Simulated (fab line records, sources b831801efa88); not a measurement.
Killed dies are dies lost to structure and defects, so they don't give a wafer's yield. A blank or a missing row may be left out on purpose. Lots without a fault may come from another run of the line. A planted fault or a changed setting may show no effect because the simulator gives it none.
Which tool did it? | flow gf180mcu | 13 lots, 39 wafers sampled, at 4 steps of a route of 602

WHAT THE GAUGES READ, wafer by wafer
GF_PASSIVATION_THK_MEAS_03. Usual: PASSIVATION_CVD_02_THK 702 nm, standard deviation 9.7.
lot  | measured     | on            | PASSIVATION_CVD_02_THK (nm) | flag
L568 | day 28 01:46 | film_metro-04 | 693 691 703                 |
L569 | day 28 12:13 | film_metro-04 | 691 698 704                 |
L570 | day 28 22:07 | film_metro-01 | 709 695 710                 |
L571 | day 29 02:23 | film_metro-04 | 698 697 705                 |
L572 | day 29 11:19 | film_metro-03 | 687 703 710                 |
L573 | day 29 18:47 | film_metro-03 | 685 701 705                 |
L574 | day 29 19:23 | film_metro-03 | 707 688 703                 |
L581 | day 31 19:23 | film_metro-04 | 711 703 691                 |
L584 | day 32 17:39 | film_metro-04 | 702 698 721                 |
L586 | day 33 03:37 | film_metro-03 | 715 713 720                 |
L587 | day 33 10:47 | film_metro-03 | 699 711 706                 |
L590 | day 34 01:27 | film_metro-04 | 698 697 693                 |
L591 | day 34 12:55 | film_metro-03 | 692 708 707                 |

WHICH TOOL RAN EACH LOT (tool, then ch and the chambers of the sampled wafers, then the start)
lot  | GF_V3_CVD_00                     | GF_V5_ETCH_17                                 | GF_TOP_METAL_SPUTTER_04
L568 | hdpcvd-01 ch 0,1,2, day 21 07:01 | rie_diel-04 ch 0,1,2, day 27 04:17 or earlier | pvd_sputter-04, day 27 04:17
L569 | hdpcvd-01 ch 0,2, day 21 16:20   | rie_diel-04 ch 0,1,2, day 27 14:43 or earlier | pvd_sputter-01, day 27 14:43
L570 | hdpcvd-01 ch 0,1,2, day 22 07:36 | rie_diel-02 ch 0,1,3, day 28 01:21 or earlier | pvd_sputter-02, day 28 01:21
L571 | hdpcvd-02 ch 0,2, day 22 12:19   | rie_diel-04 ch 0,3, day 28 05:06 or earlier   | pvd_sputter-02, day 28 05:06
L572 | hdpcvd-01 ch 0,2, day 22 22:19   | rie_diel-02 ch 0,1, day 28 14:49 or earlier   | pvd_sputter-04, day 28 14:49
L573 | hdpcvd-02 ch 0,1,2, day 23 07:59 | rie_diel-02 ch 0,2,3, day 28 22:11 or earlier | pvd_sputter-04, day 28 22:11
L574 | hdpcvd-01 ch 0,2, day 23 10:14   | rie_diel-02 ch 0,1,3, day 28 23:50 or earlier | pvd_sputter-02, day 28 23:50
L581 | hdpcvd-02 ch 0,1,2, day 25 19:19 | rie_diel-02 ch 0,3, day 31 00:55 or earlier   | pvd_sputter-01, day 31 00:55
L584 | hdpcvd-01 ch 0,1,2, day 26 23:23 | rie_diel-03 ch 0,1,3, day 31 23:58 or earlier | pvd_sputter-01, day 31 23:58
L586 | hdpcvd-02 ch 0,2, day 27 10:46   | rie_diel-04 ch 1,2,3, day 32 09:35 or earlier | pvd_sputter-04, day 32 09:35
L587 | hdpcvd-02 ch 0,1, day 27 18:43   | rie_diel-03 ch 0,1,3, day 32 17:26 or earlier | pvd_sputter-04, day 32 17:26
L590 | hdpcvd-02 ch 0,1,2, day 28 13:30 | rie_diel-03 ch 1,2,3, day 33 08:51 or earlier | pvd_sputter-01, day 33 08:51
L591 | hdpcvd-02 ch 0,1, day 29 04:41   | rie_diel-04 ch 1,2, day 33 21:04 or earlier   | pvd_sputter-02, day 33 21:04
- GF_V3_CVD_00: deposits SiO2, target thk 600 nm, time 100 s.
- GF_V5_ETCH_17: etches SiO2 in C4F8/O2/Ar, stops on TiN, target depth 855 nm.
- GF_TOP_METAL_SPUTTER_04: material TiN, target thk 25 nm, time 20.8 s.

WHAT THE TOOLS THEMSELVES READ (means of the sampled wafers that have a number; where no wafer has one, the mark that the record gives instead)
GF_V3_CVD_00. Usual: pressure_mtorr 6.000 mTorr, standard deviation 0.013.
lot  | tool      | pressure_mtorr (mTorr) | flag
L568 | hdpcvd-01 | 5.991                  |
L569 | hdpcvd-01 | 6.003                  |
L570 | hdpcvd-01 | 6.001                  |
L571 | hdpcvd-02 | 6.016                  |
L572 | hdpcvd-01 | 6.003                  |
L573 | hdpcvd-02 | 6.001                  |
L574 | hdpcvd-01 | 6.007                  |
L581 | hdpcvd-02 | 5.984                  |
L584 | hdpcvd-01 | 5.998                  |
L586 | hdpcvd-02 | 5.988                  |
L587 | hdpcvd-02 | 6.014                  |
L590 | hdpcvd-02 | 6.008                  |
L591 | hdpcvd-02 | 5.991                  |

GF_V5_ETCH_17. Usual: oes_product_au 0.859 a.u., standard deviation 0.0046.
lot  | tool        | oes_product_au (a.u.) | flag
L568 | rie_diel-04 | 0.858                 |
L569 | rie_diel-04 | 0.861                 |
L570 | rie_diel-02 | 0.865                 |
L571 | rie_diel-04 | 0.857                 |
L572 | rie_diel-02 | 0.857                 |
L573 | rie_diel-02 | 0.860                 |
L574 | rie_diel-02 | 0.860                 |
L581 | rie_diel-02 | 0.860                 |
L584 | rie_diel-03 | 0.858                 |
L586 | rie_diel-04 | 0.858                 |
L587 | rie_diel-03 | 0.862                 |
L590 | rie_diel-03 | 0.861                 |
L591 | rie_diel-04 | 0.856                 |

GF_TOP_METAL_SPUTTER_04. Usual: throttle_valve_pct 29.7 %, standard deviation 1.2.
lot  | tool           | throttle_valve_pct (%) | flag
L568 | pvd_sputter-04 | 29.5                   |
L569 | pvd_sputter-01 | 29.5                   |
L570 | pvd_sputter-02 | 31.5                   |
L571 | pvd_sputter-02 | 31.0                   |
L572 | pvd_sputter-04 | 29.2                   |
L573 | pvd_sputter-04 | 29.0                   |
L574 | pvd_sputter-02 | 29.2                   |
L581 | pvd_sputter-01 | 30.6                   |
L584 | pvd_sputter-01 | 29.5                   |
L586 | pvd_sputter-04 | 29.3                   |
L587 | pvd_sputter-04 | 29.3                   |
L590 | pvd_sputter-01 | 30.6                   |
L591 | pvd_sputter-02 | 29.3                   |

THE ANSWER, worked out from the rows above alone
Rule: a lot is off if the mean of its wafers that have a number lies more than 3 standard deviations from the usual mean. A lot without any number at a reading at which 4 lots or more have one is off too. The other lots that the step has rows for count as sound. The gauges are gone through in route order, then the tools' own readings, and for those a lot's mean is taken as printed above. The first step at which some lot is off is used, and at that step the reading that is off furthest; a lot without a number counts as furthest.
No lot is off at any reading shown: from this, nothing can be told.

WHAT THE SIMULATOR HAD PUT IN
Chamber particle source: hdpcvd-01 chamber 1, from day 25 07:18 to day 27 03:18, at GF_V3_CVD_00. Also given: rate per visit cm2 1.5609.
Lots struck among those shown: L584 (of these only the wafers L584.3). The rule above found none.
